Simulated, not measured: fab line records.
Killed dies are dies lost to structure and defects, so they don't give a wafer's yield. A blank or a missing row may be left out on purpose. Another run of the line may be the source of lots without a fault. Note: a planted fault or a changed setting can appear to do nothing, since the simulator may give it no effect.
Which tool is to blame?    flow gf180mcu    36 wafers from 12 lots sampled at 5 of the route's 602 steps

WHAT EACH GAUGE READ, for each wafer
GF_CONTACT_CD_MEAS_14 targets a cd of 220 nm.
lot   measured      on         cd nm (nm)
L786  day 16 04:23  cd sem-02  221.6 220.8 221.5
L787  day 16 21:13  cd sem-02  219.0 218.3 218.3
L788  day 16 21:32  cd sem-01  222.2 223.1 223.0
L789  day 17 17:58  cd sem-01  220.1 219.2 219.5
L791  day 18 02:11  cd sem-01  221.2 219.6 220.9
L792  day 18 15:38  cd sem-02  219.8 218.7 219.1
L799  day 20 21:43  cd sem-02  221.7 220.1 222.0
L801  day 21 10:10  cd sem-02  216.7 213.0 202.9
L805  day 22 16:31  cd sem-02  221.5 220.7 220.8
L806  day 23 01:25  cd sem-01  219.2 221.3 220.8
L808  day 23 17:16  cd sem-01  220.9 221.3 220.5
L809  day 24 05:04  cd sem-01  222.0 219.1 219.9

GF_V1_THK_MEAS_03.
lot   measured      on             V1_CVD_02_THK (nm)
L786  day 17 05:41  film metro-04  855 874 856
L787  day 17 22:56  film metro-04  870 878 878
L788  day 17 23:35  film metro-01  819 833 858
L789  day 18 20:35  film metro-02  874 881 865
L791  day 19 05:15  film metro-01  840 854 867
L792  day 19 18:08  film metro-04  862 856 865
L799  day 21 22:51  film metro-04  858 843 837
L801  day 22 11:53  film metro-01  840 853 861
L805  day 23 17:47  film metro-02  834 867 871
L806  day 24 02:16  film metro-01  842 838 864
L808  day 24 17:22  film metro-02  854 865 877
L809  day 25 05:43  film metro-04  832 844 858

WHICH TOOL RAN EACH LOT (tool, then ch and the chambers of the sampled wafers, then the start)
lot   GF_CONTACT_CMP_04              GF_CONTACT_EXPOSE_11               GF_CONTACT_SPUTTER_22
L786  cmp-02 ch 0,1,2, day 15 06:11  krf scanner-01 ch 0, day 15 17:52  pvd sputter-02, day 16 04:59
L787  cmp-01 ch 0,2,3, day 15 22:53  krf scanner-01 ch 0, day 16 10:46  pvd sputter-03, day 16 21:47
L788  cmp-02 ch 1,2,3, day 15 23:16  krf scanner-01 ch 0, day 16 10:52  pvd sputter-03, day 16 22:08
L789  cmp-02 ch 1,3, day 16 18:35    krf scanner-01 ch 0, day 17 05:58  pvd sputter-03, day 17 18:41
L791  cmp-01 ch 0,3, day 17 02:50    krf scanner-02 ch 0, day 17 15:16  pvd sputter-04, day 18 02:53
L792  cmp-02 ch 2,3, day 17 15:58    krf scanner-02 ch 0, day 18 03:35  pvd sputter-03, day 18 16:20
L799  cmp-02 ch 0,2,3, day 19 22:13  krf scanner-01 ch 0, day 20 10:04  pvd sputter-03, day 20 22:20
L801  cmp-01 ch 0,2, day 20 10:47    krf scanner-02 ch 0, day 20 23:32  pvd sputter-04, day 21 10:48
L805  cmp-02 ch 0,1, day 21 17:20    krf scanner-01 ch 0, day 22 05:26  pvd sputter-03, day 22 17:11
L806  cmp-01 ch 0,1,3, day 22 02:33  krf scanner-01 ch 0, day 22 13:46  pvd sputter-04, day 23 02:03
L808  cmp-01 ch 0,1,3, day 22 18:25  krf scanner-01 ch 0, day 23 06:26  pvd sputter-03, day 23 17:53
L809  cmp-02 ch 1,2,3, day 23 06:34  krf scanner-01 ch 0, day 23 18:22  pvd sputter-04, day 24 05:41
- GF_CONTACT_CMP_04: polishes SiO2.
- GF_CONTACT_EXPOSE_11: exposes mask Contact, target cd 220 nm.
- GF_CONTACT_SPUTTER_22: material Ti, target thk 15 nm, time 80.02 s.

AS READ BY THE TOOLS THEMSELVES (means over the sampled wafers that have a number; for cases with no such wafer, the mark the record gives instead)
GF_CONTACT_CMP_04.
lot   tool    motor current A (A)  time to endpoint s (s)
L786  cmp-02  12.2                 113
L787  cmp-01  12.4                 106
L788  cmp-02  12.6                 110
L789  cmp-02  12.8                 107
L791  cmp-01  12.2                 99
L792  cmp-02  11.9                 106
L799  cmp-02  12.1                 113
L801  cmp-01  12.8                 105
L805  cmp-02  12.4                 108
L806  cmp-01  12.5                 105
L808  cmp-01  12.3                 107
L809  cmp-02  12.4                 114

GF_CONTACT_EXPOSE_11.
lot   tool            exposure dose mJ cm2
L786  krf scanner-01  37.97
L787  krf scanner-01  37.94
L788  krf scanner-01  37.94
L789  krf scanner-01  37.97
L791  krf scanner-02  37.94
L792  krf scanner-02  37.99
L799  krf scanner-01  38.04
L801  krf scanner-02  38.34
L805  krf scanner-01  37.95
L806  krf scanner-01  37.95
L808  krf scanner-01  37.96
L809  krf scanner-01  37.91

GF_CONTACT_SPUTTER_22.
lot   tool            throttle valve pct (%)
L786  pvd sputter-02  29.1
L787  pvd sputter-03  29.4
L788  pvd sputter-03  30.2
L789  pvd sputter-03  29.7
L791  pvd sputter-04  30.7
L792  pvd sputter-03  29.5
L799  pvd sputter-03  29.5
L801  pvd sputter-04  30.6
L805  pvd sputter-03  30.1
L806  pvd sputter-04  30.0
L808  pvd sputter-03  29.2
L809  pvd sputter-04  30.8

THE ANSWER, worked out from the rows above alone
Rule: the usual values come from the lots themselves. The widest of any qualifying gaps counts: lots, ordered by their means at a reading, are off when they make up no more than a third of the lots, leave a main group of 4 or more, and stand apart from it by 3 or more times the standard deviation of that group's means. A main group is skipped when, at the precision printed for the reading in the tables above, its means are all equal. Also off: a lot with no number at a reading for which 4 or more lots have one. All remaining lots with rows at the step are treated as sound. First the gauges in route order, then the tools' own readings, where a lot's mean is used as printed above. At the first step where some lot is off, the reading lying furthest off is the one used; lots without a number count as furthest.
Off, at GF_CONTACT_CD_MEAS_14 on cd nm: L801. The main group has a mean of 220.5 nm with a standard deviation of 1.1.
If a tool, at a process step before that reading, ran all the lots that are off and no sound lot after the first of them, it fits. The gauges at GF_CONTACT_CD_MEAS_14 aren't tried: what is off there is off at GF_CONTACT_EXPOSE_11 too, on other tools, and a gauge's error can't cause that. One fits: GF_CONTACT_EXPOSE_11 on krf scanner-02. A fault onset in the window from L792 (day 18 03:35, its last sound lot) to L801 (day 20 23:32, its first lot off) fits.
The tool's own readings at GF_CONTACT_EXPOSE_11 bear it out: on the lots that are off they differ by more than 5 times the standard deviation of the sound lots' means. exposure dose mJ cm2 reads 38.34 there against 37.96 on the sound lots.

WHAT THE SIMULATOR PUT IN
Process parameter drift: krf scanner-02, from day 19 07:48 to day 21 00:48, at GF_CONTACT_EXPOSE_11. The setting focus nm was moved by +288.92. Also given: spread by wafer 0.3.
Struck lots among those shown: L801. The rule above found the same.
